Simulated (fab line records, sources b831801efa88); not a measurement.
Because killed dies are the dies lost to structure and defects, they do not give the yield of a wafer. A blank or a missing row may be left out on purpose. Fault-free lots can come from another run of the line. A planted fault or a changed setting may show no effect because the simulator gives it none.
fab line records ; flow sfqLine
[record] lots = 15; wafers = 45; lastDay = 93
route steps=325 shown JJ@193 A5B@210 R5@213
lots untouched by any fault: they come from a run of this same line in which no faults occurred
startH: the number of hours between the record's first day and the start of the first shown wafer of the lot ; waitH: how many hours have passed since the lot's step before this one ; " as in the row above ; L1.1+2: several wafers, shown together as one row ; - no value, or no start given ; * or withheld: withheld ; < > ~ a bound
route shown NAME@n: a module of which the file shows steps, and the number in the route of the first ; usual: mean and standard deviation over wafers with no fault ; same: alike in all rows ; chamber/n: place in a boat ; sites: per-site readings ; _std_site: standard deviation of those values ; _edge_site: outer sites' mean less inner sites' ; radiusMm: for every site, how far away it sits from the centre of the wafer ; mask NAME#n: copy n ; behind: the last tool/chamber to shape the wafer ; hold: what put the lot on hold/how long, in hours/how the hold closed ; device: which transistor (n, p or np) failed to switch ; end of line: the route-end tests of the same wafers ; a step without rows: its recipe alone ; killed: dies that structure and defects cost at the first sort, which is not the same as the wafer's yield ; map: shows each die of a wafer: x if killed, . if not, _ if none is there
set.NAME: the run value of the setting; set.NAME@STEP: its run value at that earlier step ; model.NAME: the simulator's own value behind a step, which no gauge read
steps of the route over a sample of lots; a table a step, a row a wafer
services: a tool's chamber out of use, with start hour (startH, from the record's first day; less than 0 if before it), hours out, and reason
[[steps]]
[step SFQ_TRILAYER_JJ_CE_BARC_OPEN_RIE_150]
[recipe] maskMaterial = PR; chemistry = O2; targetDepthNm = 240; target = BARC; icpW = 600; biasW = 80; pressureMtorr = 10; timeS = 80
[usual] drypumpMotorCurrentA = 5.9/0.33; oesProductAu = 0.538/0.0044
lot.wafer;tool;chamber;startH;waitH;drypumpMotorCurrentA;oesProductAu;rfHoursCounterH
L509.2;rieMetal-03;0;1231.76;0.8;5.4;0.527;64
L509.3;rieMetal-03;1;1231.76;0.8;6.3;0.542;-
L509.6;rieMetal-03;1;1231.76;0.8;6.3;0.531;-
L511.4;rieMetal-03;0;1296.84;0.4;5.4;0.544;-
L511.5;rieMetal-03;1;1296.84;0.4;6.3;0.536;-
L511.6;rieMetal-03;0;1296.84;0.4;5.5;0.537;-
L512.1;rieMetal-03;1;1298.01;1.0;6.3;0.540;30
L512.3;rieMetal-03;0;1298.01;1.0;5.5;0.532;-
L512.4;rieMetal-03;1;1298.01;1.0;6.3;0.534;-
L513.1;rieMetal-03;1;1300.41;1.0;6.3;0.531;30
L513.3;rieMetal-03;1;1300.41;1.0;6.3;0.540;-
L513.4;rieMetal-03;0;1300.41;1.0;5.4;0.532;-
L514.1;rieMetal-04;1;1302.94;1.0;6.3;0.540;72
L514.2;rieMetal-04;0;1302.94;1.0;5.7;0.535;112
L514.5;rieMetal-04;0;1302.94;1.0;5.6;0.538;-
L515.1;rieMetal-04;1;1449.29;1.0;6.2;0.540;96
L515.4;rieMetal-04;0;1449.29;1.0;5.7;0.539;-
L515.5;rieMetal-04;1;1449.29;1.0;6.2;0.534;-
L517.2;rieMetal-04;1;1454.09;0.8;6.3;0.534;97
L517.3;rieMetal-04;0;1454.09;0.8;5.7;0.537;-
L517.5;rieMetal-04;1;1454.09;0.8;6.3;0.534;-
L518.3;rieMetal-03;0;1457.72;0.6;5.5;0.535;-
L518.4;rieMetal-03;1;1457.72;0.6;6.3;0.537;-
L518.5;rieMetal-03;1;1457.72;0.6;6.3;0.541;-
L519.2;rieMetal-03;1;1458.89;0.8;6.3;0.540;54
L519.3;rieMetal-03;0;1458.89;0.8;5.4;0.541;-
L519.4;rieMetal-03;1;1458.89;0.8;6.3;0.543;-
L521.1;rieMetal-03;0;1468.49;1.0;5.4;0.535;95
L521.3;rieMetal-03;0;1468.49;1.0;5.4;0.543;-
L521.4;rieMetal-03;1;1468.49;1.0;6.3;0.545;-
L522.2;rieMetal-03;0;1469.69;0.8;5.5;0.534;95
L522.3;rieMetal-03;0;1469.69;0.8;5.4;0.535;-
L522.5;rieMetal-03;0;1469.69;0.8;5.4;0.542;-
L523.3;rieMetal-03;1;1472.12;0.6;6.3;0.543;-
L523.4;rieMetal-03;0;1472.12;0.6;5.4;0.540;-
L523.5;rieMetal-03;1;1472.12;0.6;6.3;0.538;-
L527.2;rieMetal-01;0;1478.09;0.8;5.7;0.541;51
L527.4;rieMetal-01;1;1478.09;0.8;5.9;0.544;-
L527.5;rieMetal-01;0;1478.09;0.8;5.8;0.536;-
L529.1;rieMetal-04;0;1480.55;1.0;5.7;0.537;10
L529.3;rieMetal-04;0;1480.55;1.0;5.7;0.534;-
L529.6;rieMetal-04;1;1480.55;1.0;6.3;0.545;-
L530.1;rieMetal-01;0;1481.69;1.0;5.8;0.535;52
L530.3;rieMetal-01;1;1481.69;1.0;5.9;0.541;-
L530.4;rieMetal-01;0;1481.69;1.0;5.7;0.536;-
[step SFQ_TRILAYER_JJ_CE_STRIP_STRIP_120]
[recipe] gas = O2; powerW = 200; platenTempC = 40; overashFraction = 0.65; chemistry = O2; pressureMtorr = 50
[usual] drypumpMotorCurrentA = 5.89/0.3; oesProductAu = 0.997/0.0073; platenTempC = 39.98/0.11
lot.wafer;tool;chamber;startH;waitH;drypumpMotorCurrentA;oesProductAu;platenTempC;rfHoursCounterH
L509.2;rieMetal-01;1;1232.71;0.2;5.93;0.997;39.97;-
L509.3;rieMetal-01;1;1232.71;0.2;5.95;1.000;40.01;-
L509.6;rieMetal-01;1;1232.71;0.2;5.93;1.007;40.12;-
L511.4;rieMetal-01;0;1297.76;0.2;5.75;1.000;39.81;-
L511.5;rieMetal-01;1;1297.76;0.2;5.90;1.003;40.10;-
L511.6;rieMetal-01;0;1297.76;0.2;5.71;0.996;40.01;-
L512.1;rieMetal-03;0;1298.71;0.0;5.46;0.997;39.75;70
L512.3;rieMetal-03;1;1298.71;0.0;6.29;0.978;39.95;-
L512.4;rieMetal-03;0;1298.71;0.0;5.44;0.973;39.91;-
L513.1;rieMetal-04;0;1301.16;0.0;5.67;1.007;40.05;111
L513.3;rieMetal-04;0;1301.16;0.0;5.67;0.998;39.79;-
L513.4;rieMetal-04;1;1301.16;0.0;6.25;1.001;40.08;-
L514.1;rieMetal-03;1;1303.63;0.0;6.30;0.989;40.00;31
L514.2;rieMetal-03;0;1303.63;0.0;5.43;0.990;40.01;71
L514.5;rieMetal-03;0;1303.63;0.0;5.46;0.986;40.15;-
L515.1;rieMetal-01;1;1449.99;0.0;5.94;0.998;40.05;120
L515.4;rieMetal-01;1;1449.99;0.0;5.94;0.999;40.10;-
L515.5;rieMetal-01;1;1449.99;0.0;5.93;1.003;39.97;-
L517.2;rieMetal-03;1;1454.79;0.0;6.27;0.996;39.89;54
L517.3;rieMetal-03;1;1454.79;0.0;6.30;0.995;40.28;-
L517.5;rieMetal-03;0;1454.79;0.0;5.44;0.993;40.04;-
L518.3;rieMetal-01;0;1458.59;0.2;5.71;0.996;39.98;-
L518.4;rieMetal-01;1;1458.59;0.2;5.93;0.988;40.01;-
L518.5;rieMetal-01;0;1458.59;0.2;5.75;1.002;39.95;-
L519.2;rieMetal-03;1;1459.59;0.0;6.28;1.004;40.10;54
L519.3;rieMetal-03;1;1459.59;0.0;6.29;1.004;39.95;-
L519.4;rieMetal-03;0;1459.59;0.0;5.42;1.000;40.00;-
L521.1;rieMetal-01;1;1469.19;0.0;5.93;0.998;39.95;123
L521.3;rieMetal-01;1;1469.19;0.0;5.93;0.990;39.85;-
L521.4;rieMetal-01;0;1469.19;0.0;5.72;0.989;39.96;-
L522.2;rieMetal-03;1;1470.39;0.0;6.28;0.990;39.93;56
L522.3;rieMetal-03;1;1470.39;0.0;6.28;1.000;40.12;-
L522.5;rieMetal-03;0;1470.39;0.0;5.46;0.993;40.19;-
L523.3;rieMetal-01;1;1473.06;0.3;5.94;1.005;39.99;-
L523.4;rieMetal-01;0;1473.06;0.3;5.74;0.994;39.87;-
L523.5;rieMetal-01;1;1473.06;0.3;5.92;1.002;40.14;-
L527.2;rieMetal-03;1;1478.86;0.0;6.29;0.984;39.89;58
L527.4;rieMetal-03;0;1478.86;0.0;5.45;0.992;39.99;-
L527.5;rieMetal-03;1;1478.86;0.0;6.29;1.002;40.01;-
L529.1;rieMetal-03;0;1481.25;0.0;5.47;0.995;39.99;99
L529.3;rieMetal-03;0;1481.25;0.0;5.44;0.998;39.86;-
L529.6;rieMetal-03;1;1481.25;0.0;6.29;0.995;39.99;-
L530.1;rieMetal-04;0;1483.09;0.0;5.69;0.999;39.99;11
L530.3;rieMetal-04;0;1483.09;0.0;5.69;0.992;39.78;-
L530.4;rieMetal-04;1;1483.09;0.0;6.23;1.008;39.93;-
[step SFQ_TRILAYER_A5B_CMP_CMP_130]
[recipe] stopOn = Nb; downForcePsi = 3; platenRpm = 60; targetThkNm = 340.7
[usual] edgeZonePressureFrac = 1.000/0.005; headPressurePsi = 2.999/0.0073; motorCurrentA = 10.5/1.3
lot.wafer;tool;chamber;startH;waitH;edgeZonePressureFrac;headPressurePsi;motorCurrentA
L509.2;cmp-02;3;1357.46;0.5;0.991;3.006;9.8
L509.3;cmp-02;1;1358.46;1.5;1.002;3.002;9.0
L509.6;cmp-02;2;1358.46;1.5;1.004;2.999;9.4
L511.4;cmp-01;3;1416.74;0.0;0.995;3.001;8.5
L511.6;cmp-01;3;1418.89;2.2;1.002;2.992;8.6
L511.5;cmp-01;0;1418.89;2.2;1.005;2.996;10.8
L512.4;cmp-02;2;1417.08;0.0;0.997;3.003;9.9
L512.1;cmp-02;3;1417.08;0.0;0.998;2.988;10.1
L512.3;cmp-02;1;1418.58;1.5;1.004;2.997;9.8
L513.1;cmp-01;1;1421.54;0.0;1.002;3.003;10.6
L513.3;cmp-01;2;1421.54;0.0;0.999;2.990;11.2
L513.4;cmp-01;3;1421.54;0.0;0.995;2.994;8.5
L514.2;cmp-01;2;1427.50;0.0;1.002;2.990;11.2
L514.1;cmp-01;3;1427.50;0.0;1.003;3.000;8.8
L514.5;cmp-01;2;1429.50;2.0;0.998;2.984;11.6
L515.4;cmp-02;1;1458.70;3.4;1.001;3.004;9.8
L515.1;cmp-02;2;1458.70;3.4;1.000;2.997;10.1
L515.5;cmp-02;1;1460.70;5.4;0.994;2.999;9.7
L517.2;cmp-01;3;1462.27;3.3;1.008;3.006;8.6
L517.3;cmp-01;1;1463.27;4.3;0.998;2.990;10.9
L517.5;cmp-01;3;1464.27;5.3;1.003;3.002;8.7
L518.4;cmp-02;1;1467.70;1.1;0.995;2.997;9.1
L518.3;cmp-02;3;1468.70;2.1;0.995;3.002;9.8
L518.5;cmp-02;1;1469.70;3.1;1.002;3.003;9.9
L519.4;cmp-01;1;1469.39;0.0;0.993;3.000;10.7
L519.3;cmp-01;2;1469.39;0.0;1.000;2.996;11.2
L519.2;cmp-01;3;1469.39;0.0;0.997;2.989;8.3
L521.1;cmp-02;1;1581.15;0.0;-;-;-
L521.3;cmp-02;3;1582.15;1.0;-;-;-
L521.4;cmp-02;0;1582.15;1.0;-;-;-
L522.2;cmp-01;1;1582.35;0.0;-;-;-
L522.3;cmp-01;3;1583.35;1.0;-;-;-
L522.5;cmp-01;2;1584.85;2.5;-;-;-
L523.3;cmp-02;2;1584.15;0.6;-;-;-
L523.4;cmp-02;1;1585.65;2.1;-;-;-
L523.5;cmp-02;3;1586.65;3.1;-;-;-
L527.2;cmp-02;1;1600.65;9.9;1.002;3.014;9.9
L527.4;cmp-02;2;1600.65;9.9;0.994;2.993;9.5
L527.5;cmp-02;0;1602.15;11.4;1.001;3.000;13.4
L529.1;cmp-02;2;1603.65;7.3;1.001;3.005;9.9
L529.3;cmp-02;0;1604.65;8.3;0.996;3.001;12.5
L529.6;cmp-02;1;1604.65;8.3;0.999;3.004;9.4
L530.3;cmp-01;3;1606.35;7.2;0.996;2.998;9.0
L530.1;cmp-01;0;1606.35;7.2;1.004;2.992;10.6
L530.4;cmp-01;1;1606.35;7.2;1.003;2.996;10.9
[step SFQ_TRILAYER_A5B_METRO_MEASURE_131]
[usual] thkNm = 341/5.6
lot.wafer;tool;chamber;startH;waitH;thkNm
L509.2;filmMetro-04;-;1360.16;2.2;343
L509.3;filmMetro-04;-;1360.16;2.2;340
L509.6;filmMetro-04;-;1360.16;2.2;342
L512.1;filmMetro-04;-;1420.08;2.0;345
L512.3;filmMetro-04;-;1420.08;2.0;339
L512.4;filmMetro-04;-;1420.08;2.0;341
L511.4;filmMetro-02;-;1420.57;3.3;338
L511.5;filmMetro-02;-;1420.57;3.3;327
L511.6;filmMetro-02;-;1420.57;3.3;333
L513.1;filmMetro-01;-;1424.54;2.5;339
L513.3;filmMetro-01;-;1424.54;2.5;338
L513.4;filmMetro-01;-;1424.54;2.5;336
L514.1;filmMetro-04;-;1430.50;2.0;337
L514.2;filmMetro-04;-;1430.50;2.0;334
L514.5;filmMetro-04;-;1430.50;2.0;326
L515.1;filmMetro-02;-;1461.20;1.5;345
L515.4;filmMetro-02;-;1461.20;1.5;349
L515.5;filmMetro-02;-;1461.20;1.5;344
L517.2;filmMetro-01;-;1464.97;2.2;339
L517.3;filmMetro-01;-;1464.97;2.2;348
L517.5;filmMetro-01;-;1464.97;2.2;343
L518.3;filmMetro-01;-;1470.60;1.4;335
L518.4;filmMetro-01;-;1470.60;1.4;330
L518.5;filmMetro-01;-;1470.60;1.4;326
L519.2;filmMetro-01;-;1472.59;1.7;338
L519.3;filmMetro-01;-;1472.59;1.7;345
L519.4;filmMetro-01;-;1472.59;1.7;344
L521.1;filmMetro-04;-;1584.15;2.5;601
L521.3;filmMetro-04;-;1584.15;2.5;599
L521.4;filmMetro-04;-;1584.15;2.5;610
L522.2;filmMetro-02;-;1585.55;2.7;597
L522.3;filmMetro-02;-;1585.55;2.7;595
L522.5;filmMetro-02;-;1585.55;2.7;607
L523.3;filmMetro-04;-;1587.55;2.9;591
L523.4;filmMetro-04;-;1587.55;2.9;603
L523.5;filmMetro-04;-;1587.55;2.9;601
L527.2;filmMetro-04;-;1603.35;2.2;340
L527.4;filmMetro-04;-;1603.35;2.2;341
L527.5;filmMetro-04;-;1603.35;2.2;343
L529.1;filmMetro-01;-;1606.15;2.0;349
L529.3;filmMetro-01;-;1606.15;2.0;346
L529.6;filmMetro-01;-;1606.15;2.0;344
L530.1;filmMetro-02;-;1609.35;2.0;344
L530.3;filmMetro-02;-;1609.35;2.0;343
L530.4;filmMetro-02;-;1609.35;2.0;351
[step SFQ_TRILAYER_R5_DEP_SPUTTER_133]
[recipe] material = MoNx; basePressurePa = 1.33e-06; targetThkNm = 40; powerW = 1000; timeS = 66.7; chamberPressurePa = 0.4
[usual] throttleValvePct = 29.9/0.86
lot.wafer;tool;chamber;startH;waitH;throttleValvePct
L509.2;pvdSputter-05;-;1361.18;0.0;29.5
L509.3;pvdSputter-05;-;1361.18;0.0;30.3
L509.6;pvdSputter-05;-;1361.18;0.0;30.0
L511.4;pvdSputter-04;-;1421.19;0.0;31.4
L511.5;pvdSputter-04;-;1421.19;0.0;28.8
L511.6;pvdSputter-04;-;1421.19;0.0;29.3
L512.1;pvdSputter-05;-;1421.30;0.0;29.2
L512.3;pvdSputter-05;-;1421.30;0.0;31.0
L512.4;pvdSputter-05;-;1421.30;0.0;29.7
L513.1;pvdSputter-04;-;1425.76;0.0;29.0
L513.3;pvdSputter-04;-;1425.76;0.0;29.2
L513.4;pvdSputter-04;-;1425.76;0.0;30.4
L514.1;pvdSputter-03;-;1431.72;0.0;29.3
L514.2;pvdSputter-03;-;1431.72;0.0;30.0
L514.5;pvdSputter-03;-;1431.72;0.0;29.2
L515.1;pvdSputter-05;-;1462.42;0.0;30.4
L515.4;pvdSputter-05;-;1462.42;0.0;30.0
L515.5;pvdSputter-05;-;1462.42;0.0;31.1
L517.2;pvdSputter-04;-;1465.99;0.0;30.3
L517.3;pvdSputter-04;-;1465.99;0.0;31.7
L517.5;pvdSputter-04;-;1465.99;0.0;29.2
L518.3;pvdSputter-05;-;1471.42;0.0;29.8
L518.4;pvdSputter-05;-;1471.42;0.0;29.5
L518.5;pvdSputter-05;-;1471.42;0.0;30.3
L519.2;pvdSputter-03;-;1473.61;0.0;29.4
L519.3;pvdSputter-03;-;1473.61;0.0;30.0
L519.4;pvdSputter-03;-;1473.61;0.0;27.9
L521.1;pvdSputter-05;-;1585.37;0.0;30.5
L521.3;pvdSputter-05;-;1585.37;0.0;29.4
L521.4;pvdSputter-05;-;1585.37;0.0;30.8
L522.2;pvdSputter-03;-;1586.57;0.0;30.5
L522.3;pvdSputter-03;-;1586.57;0.0;28.4
L522.5;pvdSputter-03;-;1586.57;0.0;29.5
L523.3;pvdSputter-04;-;1588.37;0.0;28.8
L523.4;pvdSputter-04;-;1588.37;0.0;29.4
L523.5;pvdSputter-04;-;1588.37;0.0;29.4
L527.2;pvdSputter-04;-;1604.37;0.0;29.3
L527.4;pvdSputter-04;-;1604.37;0.0;28.9
L527.5;pvdSputter-04;-;1604.37;0.0;28.8
L529.1;pvdSputter-04;-;1607.37;0.0;31.3
L529.3;pvdSputter-04;-;1607.37;0.0;30.2
L529.6;pvdSputter-04;-;1607.37;0.0;29.0
L530.1;pvdSputter-05;-;1610.57;0.0;30.8
L530.3;pvdSputter-05;-;1610.57;0.0;30.1
L530.4;pvdSputter-05;-;1610.57;0.0;29.4
[[services]]
tool;chamber;startH;hours;kind
rieMetal-01;0;1231.91;13.3;repair
rieMetal-03;-;1232.35;14.6;pm
cmp-02;-;1238.12;2.4;repair
cmp-02;-;1245.62;5.4;repair
cmp-02;-;1254.03;4.0;pm
cmp-02;-;1258.84;4.5;repair
cmp-01;-;1270.60;1.3;repair
rieMetal-01;-;1298.53;28.1;pm
rieMetal-03;-;1345.24;10.6;repair
rieMetal-01;1;1371.31;12.1;repair
cmp-01;-;1389.07;4.4;pm
cmp-01;-;1401.37;1.4;repair
cmp-02;-;1426.95;8.3;repair
rieMetal-01;0;1428.09;14.7;repair
cmp-01;-;1430.50;4.0;pm
cmp-02;-;1435.29;7.4;pm
cmp-01;-;1447.80;3.9;pm
cmp-01;-;1451.21;4.6;repair
cmp-02;-;1488.83;2.8;repair
cmp-01;-;1490.43;2.6;repair
cmp-01;-;1499.61;10.3;repair
cmp-02;-;1512.49;5.6;pm
rieMetal-03;1;1519.43;3.0;repair
cmp-02;-;1596.15;4.0;pm
[[key]]
[firstSign] step = SFQ_TRILAYER_A5B_CMP_CMP_130; reading = toolRecord; direction = missing
[effect] step = SFQ_TRILAYER_A5B_METRO_MEASURE_131; reading = thkNm; direction = up; sigmas = 46; usual = 341; struck = 601
metAt SFQ_TRILAYER_A5B_CMP_CMP_130
struckLots L521,L522,L523
notActingAt SFQ_TRILAYER_JJ_CE_BARC_OPEN_RIE_150,SFQ_TRILAYER_JJ_CE_STRIP_STRIP_120,SFQ_TRILAYER_R5_DEP_SPUTTER_133
onsetBetween 1469.39 1581.15
[fault] kind = skippedStepWhole; tool = cmp-01,cmp-02; chamber = -; onsetH = 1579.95; steps = SFQ_TRILAYER_A5B_CMP_CMP_130; scope = struckLotsOnly
